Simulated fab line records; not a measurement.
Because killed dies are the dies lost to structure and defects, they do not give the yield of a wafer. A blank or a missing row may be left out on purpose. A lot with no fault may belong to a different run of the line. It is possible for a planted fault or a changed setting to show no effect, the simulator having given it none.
Which of the tools did it? :: flow sky130 :: Sampling: 15 lots, 45 wafers, 4 of 708 route steps

WHAT THE GAUGES READ, wafer by wafer
SKY_FIELD_ISO_THK_MEAS_04.
lot: L705
measured: day 1 13:29
on: film-metro-02
FIELD_ISO_CVD_03_THK (nm): 164.1 164.1 164.3

lot: L707
measured: day 1 23:30
on: film-metro-04
FIELD_ISO_CVD_03_THK (nm): 163.4 163.8 163.3

lot: L710
measured: day 2 19:17
on: film-metro-02
FIELD_ISO_CVD_03_THK (nm): 165.7 166.2 167.5

lot: L711
measured: day 2 22:32
on: film-metro-01
FIELD_ISO_CVD_03_THK (nm): 166.1 166.3 167.7

lot: L714
measured: day 3 10:57
on: film-metro-01
FIELD_ISO_CVD_03_THK (nm): 164.7 162.9 163.2

lot: L715
measured: day 3 16:32
on: film-metro-04
FIELD_ISO_CVD_03_THK (nm): 164.0 164.6 163.9

lot: L716
measured: day 3 20:53
on: film-metro-02
FIELD_ISO_CVD_03_THK (nm): 163.4 163.0 164.5

lot: L721
measured: day 4 22:22
on: film-metro-04
FIELD_ISO_CVD_03_THK (nm): 164.8 166.5 165.7

lot: L722
measured: day 5 02:40
on: film-metro-04
FIELD_ISO_CVD_03_THK (nm): 162.7 161.1 163.0

lot: L723
measured: day 5 08:04
on: film-metro-02
FIELD_ISO_CVD_03_THK (nm): 163.9 166.5 165.4

lot: L724
measured: day 5 13:29
on: film-metro-01
FIELD_ISO_CVD_03_THK (nm): 162.0 164.1 164.7

lot: L725
measured: day 5 18:44
on: film-metro-01
FIELD_ISO_CVD_03_THK (nm): 166.5 165.4 164.6

lot: L726
measured: day 5 23:59
on: film-metro-02
FIELD_ISO_CVD_03_THK (nm): 166.9 165.7 166.6

lot: L727
measured: day 6 03:30
on: film-metro-01
FIELD_ISO_CVD_03_THK (nm): 164.3 164.9 166.3

lot: L728
measured: day 6 09:06
on: film-metro-01
FIELD_ISO_CVD_03_THK (nm): 164.0 163.9 164.4

SKY_VT_ADJUST_HVTP_TW_MEAS_11.
lot: L705
measured: day 6 10:47
on: film-metro-04
VT_ADJUST_HVTP_TW: 1343 1350 1346

lot: L707
measured: day 6 21:27
on: film-metro-04
VT_ADJUST_HVTP_TW: 1340 1345 1342

lot: L710
measured: day 7 12:11
on: film-metro-04
VT_ADJUST_HVTP_TW: 1336 1346 1348

lot: L711
measured: day 7 20:34
on: film-metro-01
VT_ADJUST_HVTP_TW: 1359 1359 1362

lot: L721
measured: day 10 06:30
on: film-metro-01
VT_ADJUST_HVTP_TW: 1345 1342 1345

lot: L722
measured: day 10 09:39
on: film-metro-04
VT_ADJUST_HVTP_TW: 1353 1350 1353

lot: L723
measured: day 10 15:06
on: film-metro-03
VT_ADJUST_HVTP_TW: 1352 1353 1354

lot: L724
measured: day 11 03:03
on: film-metro-03
VT_ADJUST_HVTP_TW: 1364 1359 1356

lot: L725
measured: day 11 05:23
on: film-metro-04
VT_ADJUST_HVTP_TW: 1350 1352 1357

lot: L726
measured: day 11 11:39
on: film-metro-01
VT_ADJUST_HVTP_TW: 1349 1348 1364

lot: L727
measured: day 11 20:27
on: film-metro-01
VT_ADJUST_HVTP_TW: 1354 1360 1347

lot: L728
measured: day 12 04:38
on: film-metro-01
VT_ADJUST_HVTP_TW: 1348 1339 1341

WHICH TOOL RAN EACH LOT (tool, then ch and the chambers of the sampled wafers, then the start)
lot: L705
SKY_FIELD_ISO_WET_ETCH_30: wet-bench-02 ch 1, day 2 12:47
SKY_PWDE_STRIP_09: plasma-asher-03 ch 0,1, day 4 02:40

lot: L707
SKY_FIELD_ISO_WET_ETCH_30: wet-bench-04 ch 1, day 3 00:33
SKY_PWDE_STRIP_09: plasma-asher-04 ch 0,1, day 4 13:11

lot: L710
SKY_FIELD_ISO_WET_ETCH_30: wet-bench-02 ch 3, day 3 14:21
SKY_PWDE_STRIP_09: plasma-asher-04 ch 0,1, day 5 02:53

lot: L711
SKY_FIELD_ISO_WET_ETCH_30: wet-bench-02 ch 2, day 3 20:44
SKY_PWDE_STRIP_09: plasma-asher-03 ch 0,1, day 5 09:47

lot: L714
SKY_FIELD_ISO_WET_ETCH_30: wet-bench-02 ch 1, day 4 08:06
SKY_PWDE_STRIP_09: -

lot: L715
SKY_FIELD_ISO_WET_ETCH_30: wet-bench-02 ch 2, day 4 16:04
SKY_PWDE_STRIP_09: -

lot: L716
SKY_FIELD_ISO_WET_ETCH_30: wet-bench-02 ch 2, day 4 19:52
SKY_PWDE_STRIP_09: -

lot: L721
SKY_FIELD_ISO_WET_ETCH_30: wet-bench-02 ch 0, day 5 21:28
SKY_PWDE_STRIP_09: plasma-asher-03 ch 0,1, day 7 15:08

lot: L722
SKY_FIELD_ISO_WET_ETCH_30: wet-bench-02 ch 0, day 6 01:51
SKY_PWDE_STRIP_09: plasma-asher-03 ch 0,1, day 7 18:13

lot: L723
SKY_FIELD_ISO_WET_ETCH_30: wet-bench-04 ch 2, day 6 06:35
SKY_PWDE_STRIP_09: plasma-asher-01 ch 0,1, day 7 23:52

lot: L724
SKY_FIELD_ISO_WET_ETCH_30: wet-bench-02 ch 1, day 6 12:29
SKY_PWDE_STRIP_09: plasma-asher-01 ch 0,1, day 8 05:52

lot: L725
SKY_FIELD_ISO_WET_ETCH_30: wet-bench-01 ch 3, day 6 18:08
SKY_PWDE_STRIP_09: plasma-asher-04 ch 0,1, day 8 11:16

lot: L726
SKY_FIELD_ISO_WET_ETCH_30: wet-bench-04 ch 3, day 7 00:49
SKY_PWDE_STRIP_09: plasma-asher-01 ch 0,1, day 8 19:46

lot: L727
SKY_FIELD_ISO_WET_ETCH_30: wet-bench-02 ch 0, day 7 06:20
SKY_PWDE_STRIP_09: plasma-asher-04 ch 0,1, day 9 01:20

lot: L728
SKY_FIELD_ISO_WET_ETCH_30: wet-bench-04 ch 3, day 7 10:38
SKY_PWDE_STRIP_09: plasma-asher-03 ch 0,1, day 9 06:46
- SKY_FIELD_ISO_WET_ETCH_30: etches SiO2 in dHF, target depth 25 nm, time 50 s.
- SKY_PWDE_STRIP_09: strips in O2/N2.

AS READ BY THE TOOLS THEMSELVES (means over the sampled wafers that have a number; for cases with no such wafer, the mark the record gives instead)
SKY_FIELD_ISO_WET_ETCH_30.
lot: L705
tool: wet-bench-02
bath-heat-duty-pct (%): 7.1
run-length-s (s): 83

lot: L707
tool: wet-bench-04
bath-heat-duty-pct (%): 5.8
run-length-s (s): 76

lot: L710
tool: wet-bench-02
bath-heat-duty-pct (%): 5.7
run-length-s (s): 82

lot: L711
tool: wet-bench-02
bath-heat-duty-pct (%): 8.4
run-length-s (s): 84

lot: L714
tool: wet-bench-02
bath-heat-duty-pct (%): -
run-length-s (s): -

lot: L715
tool: wet-bench-02
bath-heat-duty-pct (%): -
run-length-s (s): -

lot: L716
tool: wet-bench-02
bath-heat-duty-pct (%): -
run-length-s (s): -

lot: L721
tool: wet-bench-02
bath-heat-duty-pct (%): 6.9
run-length-s (s): 81

lot: L722
tool: wet-bench-02
bath-heat-duty-pct (%): 6.5
run-length-s (s): 81

lot: L723
tool: wet-bench-04
bath-heat-duty-pct (%): 6.4
run-length-s (s): 76

lot: L724
tool: wet-bench-02
bath-heat-duty-pct (%): 6.9
run-length-s (s): 78

lot: L725
tool: wet-bench-01
bath-heat-duty-pct (%): 6.8
run-length-s (s): 83

lot: L726
tool: wet-bench-04
bath-heat-duty-pct (%): 6.0
run-length-s (s): 85

lot: L727
tool: wet-bench-02
bath-heat-duty-pct (%): 6.1
run-length-s (s): 75

lot: L728
tool: wet-bench-04
bath-heat-duty-pct (%): 6.5
run-length-s (s): 85

SKY_PWDE_STRIP_09.
lot: L705
tool: plasma-asher-03
drypump-motor-current-A (A): 6.06
oes-product-au (a.u.): 0.720
strip-time-to-endpoint-s (s): 36.97

lot: L707
tool: plasma-asher-04
drypump-motor-current-A (A): 5.82
oes-product-au (a.u.): 0.731
strip-time-to-endpoint-s (s): 36.81

lot: L710
tool: plasma-asher-04
drypump-motor-current-A (A): 5.74
oes-product-au (a.u.): 0.725
strip-time-to-endpoint-s (s): 36.75

lot: L711
tool: plasma-asher-03
drypump-motor-current-A (A): 6.13
oes-product-au (a.u.): 0.722
strip-time-to-endpoint-s (s): 36.80

lot: L721
tool: plasma-asher-03
drypump-motor-current-A (A): 6.04
oes-product-au (a.u.): 0.726
strip-time-to-endpoint-s (s): 36.73

lot: L722
tool: plasma-asher-03
drypump-motor-current-A (A): 6.13
oes-product-au (a.u.): 0.725
strip-time-to-endpoint-s (s): 36.82

lot: L723
tool: plasma-asher-01
drypump-motor-current-A (A): 5.80
oes-product-au (a.u.): 0.720
strip-time-to-endpoint-s (s): 36.75

lot: L724
tool: plasma-asher-01
drypump-motor-current-A (A): 5.82
oes-product-au (a.u.): 0.724
strip-time-to-endpoint-s (s): 36.91

lot: L725
tool: plasma-asher-04
drypump-motor-current-A (A): 5.80
oes-product-au (a.u.): 0.725
strip-time-to-endpoint-s (s): 36.85

lot: L726
tool: plasma-asher-01
drypump-motor-current-A (A): 5.81
oes-product-au (a.u.): 0.719
strip-time-to-endpoint-s (s): 36.98

lot: L727
tool: plasma-asher-04
drypump-motor-current-A (A): 5.79
oes-product-au (a.u.): 0.727
strip-time-to-endpoint-s (s): 36.98

lot: L728
tool: plasma-asher-03
drypump-motor-current-A (A): 6.14
oes-product-au (a.u.): 0.725
strip-time-to-endpoint-s (s): 36.92

THE ANSWER, worked out from the rows above alone
Rule: what is usual is taken from the lots themselves. Put in order of their means at a reading, lots are off if they are a third of the lots or fewer, leave a main group of 4 or more, and stand apart from it by a gap of 3 or more times the standard deviation of the main group's means; of several such gaps the widest counts. Not used: any main group whose means are identical at the precision the tables above print for the reading. Also off: a lot with no number at a reading for which 4 or more lots have one. Where the step has rows for the other lots, those lots are counted as sound. First the gauges in route order, then the tools' own readings, where a lot's mean is used as printed above. At the first step where some lot is off, the reading lying furthest off is the one used; lots without a number count as furthest.
Off at SKY_FIELD_ISO_WET_ETCH_30 (bath-heat-duty-pct): L714, L715, L716. Without a number there: L714, L715, L716. The main group has a mean of 6.6 % with a standard deviation of 0.7.
A tool fits if, at that step or a process step before it, it ran every lot that is off, and no sound lot after the first of them. Of those tried, none fits.

WHAT WAS PUT IN BY THE SIMULATOR
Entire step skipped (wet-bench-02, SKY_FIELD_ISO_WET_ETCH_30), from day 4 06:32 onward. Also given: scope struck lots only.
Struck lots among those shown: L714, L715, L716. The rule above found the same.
